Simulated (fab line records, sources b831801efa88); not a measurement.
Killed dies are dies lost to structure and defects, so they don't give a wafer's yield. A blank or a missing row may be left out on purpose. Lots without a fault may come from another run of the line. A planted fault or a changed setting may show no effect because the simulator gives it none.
Chamber matching | flow sky130 | SKY_VIA4_CMP_21 on cmp-02: 4 sister chambers
The step polishes, stops on SiO2, t overpolish 25 s, target thk 0 nm. 22 wafers are shown with their chamber, then 11 later ones without.

WAFERS WITH THEIR CHAMBER
wafer  | chamber | motor_current_A (A) | time_to_endpoint_s (s) | overpolish_run_s (s)
L552.1 | 2       | 10.1                | 128                    | 24.988
L552.3 | 3       | 9.3                 | 124                    | 24.989
L552.4 | 1       | 10.5                | 134                    | 24.998
L553.2 | 2       | 10.1                | 123                    | 25.006
L553.3 | 0       | 12.1                | 121                    | 24.990
L553.5 | 2       | 9.9                 | 121                    | 24.980
L555.1 | 1       | 11.4                | 128                    | 25.001
L555.2 | 0       | 12.3                | 117                    | 25.009
L555.4 | 2       | 9.9                 | 122                    | 25.004
L556.3 | 2       | 10.2                | 118                    | 25.000
L556.4 | 1       | 10.8                | 132                    | 25.002
L556.6 | 2       | 9.8                 | 123                    | 24.997
L557.2 | 1       | 10.9                | 130                    | 25.011
L557.4 | 0       | 11.9                | 120                    | 24.989
L557.6 | 2       | 10.1                | 120                    | 25.008
L559.1 | 2       | 9.9                 | 119                    | 25.008
L559.2 | 1       | 11.4                | 126                    | 24.989
L559.4 | 0       | 12.4                | 114                    | 25.003
L560.3 | 2       | 10.3                | 119                    | 24.966
L560.5 | 0       | 12.3                | 121                    | 25.011
L560.6 | 1       | 11.6                | 131                    | 24.977
L567.1 | 0       | 12.6                | 124                    | 25.014

SIGNATURES (means of the wafers above)
reading            | chamber 0 | chamber 1 | chamber 2 | chamber 3 | scatter within a chamber
motor_current_A    | 12.267    | 11.100    | 10.033    | 9.300     | 0.282
time_to_endpoint_s | 119.50    | 130.17    | 121.44    | 124.00    | 3.13
overpolish_run_s   | 25.00267  | 24.99633  | 24.99522  | 24.98900  | 0.0128
Rule: a wafer's distance from a chamber is the root of the sum, over the readings, of the square of ((its reading less the chamber's mean) divided by the reading's scatter). The wafer belongs to the nearest chamber; if the next one is less than 2 further off, it can't be placed. The scatter: the root of (the sum of the squares of (reading less its chamber's mean) over the shown wafers, divided by (wafers less chambers)).

WAFERS WITHOUT THEIR CHAMBER
wafer  | motor_current_A (A) | time_to_endpoint_s (s) | overpolish_run_s (s)
L567.2 | 9.4                 | 118                    | 24.994
L567.6 | 12.2                | 120                    | 24.994
L569.4 | 9.5                 | 125                    | 24.983
L569.5 | 12.3                | 125                    | 25.001
L569.6 | 10.8                | 133                    | 25.001
L570.1 | 11.0                | 126                    | 25.005
L570.3 | 12.6                | 118                    | 25.007
L570.4 | 10.5                | 114                    | 24.994
L572.1 | 12.1                | 125                    | 25.009
L572.3 | 11.6                | 127                    | 25.002
L572.6 | 12.3                | 126                    | 25.006

WHICH CHAMBER EACH WENT THROUGH
wafer  | from the rows above     | in truth
L567.2 | can't be placed: 3 or 2 | 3
L567.6 | 0                       | 0
L569.4 | can't be placed: 3 or 2 | 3
L569.5 | 0                       | 0
L569.6 | 1                       | 1
L570.1 | 1                       | 1
L570.3 | 0                       | 0
L570.4 | 2                       | 2
L572.1 | 0                       | 0
L572.3 | can't be placed: 1 or 0 | 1
L572.6 | 0                       | 0
Placed correctly: 8 of 11. Can't be placed from these rows: 3 (the true chamber is among the candidates in 3). Placed wrongly: 0.
